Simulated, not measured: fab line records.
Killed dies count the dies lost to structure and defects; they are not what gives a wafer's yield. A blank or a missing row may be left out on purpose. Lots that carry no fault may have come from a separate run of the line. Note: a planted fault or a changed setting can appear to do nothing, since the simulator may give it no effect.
Problem report, 8D (eight disciplines) form, completed by code    flow sky130    the parts of the form that need people (team, actions taken, sign-off) are left out

## 1. THE PROBLEM
Wafers without a fault read 0.855 a.u., standard deviation 0.0048; oesProductAu at SKY_VIA2_ETCH_14 reads a mean of 0.880 a.u. on 4 wafers belonging to 3 lots. Relative to the usual mean, that is a shift of +5.3 standard deviations.
The step: etches BARC in N2/H2, stops on SiO2, time 45.9 s, target depth 60 nm.
First seen on wafer L328.4, day 36 14:54, on rieDiel-01. At this step, 44 wafers from 15 lots have a number in the record. Rule for "out" (also "out of limits"): further than 4 standard deviations from the usual mean. Any other wafer with a number is counted as sound.

## 2. WHAT IT IS, WHAT IT ISN'T
question                     is                              is not
which readings at this step  oesProductAu                    drypumpMotorCurrentA, n2FlowSccm
which lots                   L328, L329, L330                L327, L338, L339, L340, L341, L342, L344, L345, L346, L347, L348, L349
which wafers of those lots   L328.4, L328.6, L329.6, L330.6  L328.1, L329.2, L329.5, L330.3
read on which tools          rieDiel-01                      rieDiel-02, rieDiel-04
when                         from day 36 14:54               up to then (4 sound wafers); but 36 sound wafers of L329, L330, L338, L339, L340, L341, L342, L344, L345, L346, L347, L348, L349 came after

## 3. WHAT RULES OUT EACH SUSPECT
Counting: a tool at a process step up to the reading stays a suspect if it ran every lot that is out. Sound lots after the first of them don't rule it out here, since some wafers of a struck lot are sound.
- rieDiel-01 at SKY_VIA2_ETCH_14 (etches BARC in N2/H2, stops on SiO2, time 45.9 s, target depth 60 nm): kept. Ran every lot that is out, first one L328 (day 36 14:54); last sound lot up to then L327 (day 36 04:19). On those wafers its own readings are out: oesProductAu.
The count leaves rieDiel-01 at SKY_VIA2_ETCH_14.

## 4. THE CAUSE (what the simulator had put in)
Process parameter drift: rieDiel-01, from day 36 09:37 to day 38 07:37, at SKY_VIA2_ETCH_14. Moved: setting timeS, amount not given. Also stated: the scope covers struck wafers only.
The count eliminated every tool but this one.

## 5. THE EFFECT CHAIN, in route order
One row per reading whose mean, taken over the struck wafers that have a number, lies over 3 standard deviations from the usual. Scope: only readings with a usual standard deviation given in the record; hours: median across lots of the time from each lot's start at the first step in this table that gives one to its start at this step; sigmas: change in usual standard deviations.
hours  step              reading       usual       on struck wafers  change  sigmas
0      SKY_VIA2_ETCH_14  oesProductAu  0.855 a.u.  0.880             +0.025  +5.3
0      SKY_VIA2_ETCH_14  runLengthS    74.2 s      72.4              -1.8    -4.6
Here are the process steps it includes:
- SKY_VIA2_ETCH_14: etches BARC in N2/H2, stops on SiO2, time 45.9 s, target depth 60 nm.

## 6. WHAT WOULD HAVE CAUGHT IT SOONER
5 hours passed between the start of the fault at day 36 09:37 and the first reading out of limits in this record, taken at day 36 14:54.
